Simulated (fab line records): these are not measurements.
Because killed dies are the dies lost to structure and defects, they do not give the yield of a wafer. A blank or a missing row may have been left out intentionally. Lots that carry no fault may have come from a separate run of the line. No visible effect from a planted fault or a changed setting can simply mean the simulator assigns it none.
Comparing a struck lot with a sound one | flow sky130 | 15 steps out of a route of 708
Sound: these wafers, L574.3, L574.5, L574.6. Struck: wafers L581.3, L581.4, L581.5. At the end, the cause is stated.
Per side, at each step with rows, come the tool, then ch with its chambers, and then its first start. Under that, the readings that differ: sound wafers | struck wafers | difference of the means | sigmas: that difference in standard deviations of wafers without a fault.
alike: words and numbers the same on both sides, and readings whose means are apart by under 2 such deviations; not compared: readings that were withheld, readings missing a value for some wafer, numbers with overlapping values and no deviation given by the record, and bounds like >300 which may hide the same value.
Wherever a step has rows on one side only, a row that says differs or no value, or a row with sigmas, the two part there. When numbers do not overlap yet have no deviation, they are printed without sigmas and do not part them. Lack of a reading on every wafer of one side parts them only where that side has two or more wafers.

SKY_POLY_GATE_ETCH_17: etches poly-Si in HBr/Cl2, stops on SiO2, target depth 180 nm, time 70.5 s.
  sound on rie-si-02 ch 0,1,3, day 18 10:13; struck on rie-si-01 ch 0,1,2, day 21 00:28
  reading               | sound             | struck            | difference | sigmas
  oes-product-au (a.u.) | 0.986 0.991 0.989 | 0.956 0.972 0.960 | -0.026     | -3
  alike: chamber-pressure-mTorr, drypump-motor-current-A, throttle-valve-pct
  not compared: rf-hours-counter-h
SKY_POLY_GATE_STRIP_18: strips in O2/N2.
  sound on plasma-asher-02 ch 0,1, day 18 10:19; struck on plasma-asher-02 ch 0,1, day 21 00:34
  alike: chamber-pressure-mTorr, drypump-motor-current-A, oes-product-au, strip-time-to-endpoint-s
  not compared: rf-hours-counter-h
then, 2 steps without rows for these wafers: SKY_POLY_GATE_CLEAN_19 (cleans in SC1/SC2, time 150 s); SKY_POLY_GATE_OXIDATION_20 (stabilise 600 s, purge 300 s, target thk 4 nm).
SKY_POLY_GATE_THK_MEAS_21:
  struck on film-metro-02, day 21 02:39; sound on film-metro-04, day 18 14:14
  alike: POLY_GATE_OXIDATION_THK
SKY_POLY_GATE_CD_MEAS_22:
  struck on cd-sem-02, day 21 02:45; sound on cd-sem-01, day 18 14:20
  alike: cd-nm
then, 6 steps without rows for these wafers: SKY_LDD_N_DEHYDRATE_00 (time 60 s); SKY_LDD_N_HMDS_01 (prime time 60 s); SKY_LDD_N_COAT_02 (resist thk 300 nm); SKY_LDD_N_SOFTBAKE_03 (time 60 s); SKY_LDD_N_EXPOSE_04 (exposes mask NTM, target cd 840 nm); SKY_LDD_N_PEB_05.
SKY_LDD_N_DEVELOP_06: develop time 60 s.
  sound on litho-track-01 ch 0, day 19 21:26; struck on litho-track-04 ch 0, day 22 08:56
  reading              | sound             | struck            | difference | sigmas
  developer-temp-C (C) | 23.10 23.04 23.03 | 22.07 22.15 22.19 | -0.92      | -9
SKY_LDD_N_OVL_MEAS_07:
  struck on overlay-02, day 22 09:03; sound on overlay-01, day 19 21:33
  alike: LDD_N_OVL
-- the record jumps here: 26 days lie between the struck wafers' starts before and after (it left off in module LDD_N and takes up again in module PAD_OPEN, whose first step shown is number 708 of the route) --
SKY_PAD_OPEN_PROBE_99:
  rows exist in the record for the struck wafers here (prober-01, day 48 17:44), but not for the sound ones

WHERE THEY PART
At SKY_POLY_GATE_ETCH_17 first; at SKY_PAD_OPEN_PROBE_99 last (within this record only).

WHY: what had been put in by the simulator
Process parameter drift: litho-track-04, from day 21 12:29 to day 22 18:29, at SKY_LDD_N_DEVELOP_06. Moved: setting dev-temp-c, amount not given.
